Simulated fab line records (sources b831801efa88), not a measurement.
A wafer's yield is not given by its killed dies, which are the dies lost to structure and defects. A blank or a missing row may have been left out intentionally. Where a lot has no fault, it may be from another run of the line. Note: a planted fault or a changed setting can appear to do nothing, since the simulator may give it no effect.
Matching of chambers    flow sky130    rie diel-03 running SKY_VIA4_ETCH_12: 4 sister chambers
The step etches SiO2 in C4F8/O2/Ar, stops on TiN, target depth 580 nm. 18 wafers are shown with their chamber, then 9 later ones without.

WAFERS PAIRED WITH THEIR CHAMBERS
wafer   chamber  oes product au (a.u.)
L077.2  2        0.918
L077.4  1        0.928
L077.5  3        0.918
L079.1  2        0.937
L079.2  0        0.921
L079.4  1        0.926
L082.1  1        0.932
L082.5  0        0.924
L082.6  1        0.930
L083.2  2        0.930
L083.5  0        0.932
L083.6  3        0.925
L084.1  1        0.923
L084.4  2        0.924
L084.5  1        0.930
L086.1  2        0.935
L086.3  3        0.926
L086.4  1        0.927

SIGNATURES, as means of the wafers listed above
reading         chamber 0  chamber 1  chamber 2  chamber 3  scatter within a chamber
oes product au  0.92567    0.92800    0.92880    0.92300    0.00537
Rule: distance of a wafer from a chamber = root of the sum over the readings of ((wafer's reading minus chamber's mean) / reading's scatter) squared. The wafer belongs to the nearest chamber; if the next one is less than 2 further off, it can't be placed. The scatter: take each reading less its chamber's mean, square it, sum over the shown wafers, divide by the number of wafers less the number of chambers, and take the root.

WAFERS MISSING THEIR CHAMBER
wafer   oes product au (a.u.)
L091.4  0.930
L091.5  0.924
L091.6  0.924
L093.3  0.920
L093.4  0.926
L093.5  0.929
L096.4  0.918
L096.5  0.921
L096.6  0.925

EACH ONE'S CHAMBER
wafer   from the rows above                in truth
L091.4  can't be placed: 2 or 1 or 0 or 3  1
L091.5  can't be placed: 3 or 0 or 1 or 2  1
L091.6  can't be placed: 3 or 0 or 1 or 2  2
L093.3  can't be placed: 3 or 0 or 1 or 2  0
L093.4  can't be placed: 0 or 1 or 2 or 3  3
L093.5  can't be placed: 2 or 1 or 0 or 3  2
L096.4  can't be placed: 3 or 0 or 1 or 2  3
L096.5  can't be placed: 3 or 0 or 1 or 2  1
L096.6  can't be placed: 0 or 3 or 1 or 2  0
Correct placement for 0 of the 9. These rows do not allow placing 9 (true chamber among the candidates in 9). Placed wrongly: 0.
